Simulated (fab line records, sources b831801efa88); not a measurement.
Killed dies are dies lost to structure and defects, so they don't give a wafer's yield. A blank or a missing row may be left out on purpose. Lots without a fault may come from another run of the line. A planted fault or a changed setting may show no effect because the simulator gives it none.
A struck lot beside a sound one | flow sky130 | 15 steps out of a route of 708
Sound: wafers L223.1, L223.4, L223.5. Struck: wafers L219.2, L219.4, L219.5. The cause comes at the end.
At each step with rows: each side's tool, then ch and its chambers, then its first start. Under that, the readings that differ: sound wafers | struck wafers | difference of the means | sigmas: that difference in standard deviations of wafers without a fault.
alike: readings whose means differ by less than 2 such deviations, and words and numbers that are the same on both sides. not compared: withheld readings, readings that some wafer has no value for, bounds like >300 that may hide the same value, and numbers for which the record gives no deviation and whose values overlap.
The two part at a step that has a row with sigmas, a row that says differs or no value, or rows on one side only. Numbers that don't overlap but have no deviation are shown without sigmas and don't part them. A reading that every wafer of one side lacks parts them only if that side has two wafers or more.

first, 8 steps without rows for these wafers: SKY_FIELD_ISO_DEHYDRATE_05 (time 60 s); SKY_FIELD_ISO_HMDS_06 (prime time 60 s); SKY_FIELD_ISO_COAT_07 (resist thk 60 nm); SKY_FIELD_ISO_COAT_08 (resist thk 450 nm); SKY_FIELD_ISO_SOFTBAKE_09 (time 90 s); SKY_FIELD_ISO_EXPOSE_10 (exposes mask FOM, target cd 150 nm); SKY_FIELD_ISO_PEB_11; SKY_FIELD_ISO_DEVELOP_12 (develop time 60 s).
SKY_FIELD_ISO_CD_MEAS_13: target cd 150 nm.
  sound on cd_sem-01, day 5 11:00; struck on cd_sem-01, day 4 15:29
  alike: cd_nm
SKY_FIELD_ISO_ETCH_14: etches BARC in N2/H2, stops on SiO2, time 45.9 s, target depth 60 nm.
  sound on rie_diel-01 ch 0,3, day 5 11:07; struck on rie_diel-04 ch 2,3, day 4 15:35
  alike: bias_w, drypump_motor_current_A, oes_product_au, throttle_valve_pct
  not compared: rf_hours_counter_h
SKY_FIELD_ISO_ETCH_15: etches the open film in CHF3/O2, stops on Si, target depth 180 nm, time 72 s.
  sound on rie_diel-01 ch 0,3, day 5 11:10; struck on rie_diel-04 ch 2,3, day 4 15:38
  alike: bias_w, drypump_motor_current_A, oes_product_au, throttle_valve_pct
  not compared: rf_hours_counter_h
SKY_FIELD_ISO_STRIP_16: strips in O2/N2.
  sound on plasma_asher-01 ch 0,1, day 5 11:13; struck on plasma_asher-04 ch 0,1, day 4 15:41
  reading               | sound             | struck            | difference | sigmas
  oes_product_au (a.u.) | 0.378 0.384 0.380 | 0.370 0.369 0.374 | -0.010     | -2
  alike: drypump_motor_current_A, strip_time_to_endpoint_s
  not compared: rf_hours_counter_h
SKY_FIELD_ISO_ETCH_17: etches Si in HBr/Cl2/O2, target depth 342 nm, time 97.7 s.
  sound on rie_si-02 ch 0,1, day 5 11:19; struck on rie_si-01 ch 0,3, day 4 15:47
  reading    | sound             | struck            | difference | sigmas
  bias_w (W) | 149.6 149.9 150.0 | 156.3 156.6 156.4 | +6.6       | +16
  alike: HBr_flow_sccm, drypump_motor_current_A, he_backside_leak_sccm, oes_product_au, throttle_valve_pct
  not compared: rf_hours_counter_h
then, 1 step without rows for these wafers: SKY_FIELD_ISO_WET_ETCH_18 (etches Si3N4 in H3PO4, target depth 25 nm, time 286 s).
-- the record jumps here: 44 days lie between the struck wafers' starts before and after (it left off in module FIELD_ISO and takes up again in module PAD_OPEN, whose first step shown is number 708 of the route) --
SKY_PAD_OPEN_PROBE_99:
  sound on prober-01, day 49 03:37; struck on prober-02, day 48 16:16
  reading         | sound  | struck | difference | sigmas
  killed_at_M4_up | 2 11 7 | 0 0 1  | -6         | -3
  alike: killed_at_M0_to_M3, killed_at_contacts, killed_at_front_end, killed_at_other, killed_dies, killed_on_rim, killed_open, killed_short

WHERE THEY PART
First at SKY_FIELD_ISO_STRIP_16; last, within this record, at SKY_PAD_OPEN_PROBE_99.

WHY: what the simulator had put in
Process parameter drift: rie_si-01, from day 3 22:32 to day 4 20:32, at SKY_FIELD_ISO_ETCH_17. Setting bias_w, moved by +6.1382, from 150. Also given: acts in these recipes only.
